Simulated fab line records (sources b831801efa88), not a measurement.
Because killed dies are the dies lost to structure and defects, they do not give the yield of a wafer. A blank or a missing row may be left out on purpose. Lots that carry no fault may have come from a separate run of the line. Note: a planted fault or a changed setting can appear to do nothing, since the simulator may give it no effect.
One fault through the eyes of 2 desks	flow sky130	every desk sees just its own numbers, and what lay behind them comes last

## FOR THE TOOL OWNER'S DESK: litho track-03
The tool's own readings at SKY_LDD_P_DEVELOP_06 (develop time 60 s): means of the sampled wafers that have a number, for each lot that ran on this tool. If a lot's mean is further than 4 standard deviations from the usual mean, the lot is out of limits and carries the mark OUT (the distance appears in the brackets).
Columns: A = exhaust pa at SKY_LDD_P_DEVELOP_06, usual 45.0 Pa
lot	first seen here	A
L591	day 18 17:39	44.8
L592	day 18 22:31	45.9
L593	day 19 09:06	45.2
L594	day 20 04:25	45.0
L596	day 20 16:03	45.3
L597	day 21 06:39	44.2
L600	day 22 07:04	45.3
L601	day 22 19:39	44.2
L602	day 23 02:31	44.5
L612	day 26 19:24	45.1
L614	day 27 10:58	45.4
This desk found nothing out of limits on any of the 11 lots.

## METROLOGY DESK
What the gauges read for every lot (on any tool): the sampled wafers with a number, averaged. If a lot's mean is further than 4 standard deviations from the usual mean, the lot is out of limits and carries the mark OUT (the distance appears in the brackets).
Columns: A = cd nm at SKY_LDD_P_CD_MEAS_07, usual 380.5 nm
lot	first seen here	A
L591	day 18 17:48	379.8
L592	day 18 22:40	381.5
L593	day 19 09:15	378.2
L594	day 20 04:38	379.9
L595	day 20 10:55	377.5
L596	day 20 16:12	375.4
L597	day 21 06:47	376.9
L600	day 22 07:13	373.7
L601	day 22 19:47	359.9 (-7.6) OUT
L602	day 23 02:40	362.6 (-6.6) OUT
L610	day 26 03:16	380.8
L611	day 26 09:55	379.3
L612	day 26 19:33	382.7
L613	day 27 05:58	385.0
L614	day 27 11:07	381.7
This desk finds L601, L602 out of limits, L601 being first, at day 22 19:47 (cd nm at SKY_LDD_P_CD_MEAS_07). L591, L592, L593, L594, L595, L596, L597, L600, L610, L611, L612, L613, L614: within limits.

## BROUGHT TOGETHER
Metrology desk: alarm possible at day 22 19:47 on L601, L602.
The desk of the tool owner found nothing out of limits.
On record at the tool owner's desk: L601, L602, within its limits.
Every lot named ran SKY_LDD_P_DEVELOP_06 on litho track-03.

## WHAT HAD BEEN PUT IN BY THE SIMULATOR
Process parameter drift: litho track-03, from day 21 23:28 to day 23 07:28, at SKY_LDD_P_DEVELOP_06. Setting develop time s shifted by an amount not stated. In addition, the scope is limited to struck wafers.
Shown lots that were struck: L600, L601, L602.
Delay in hours, fault start to first out-of-limits reading, per desk: metrology desk 20.
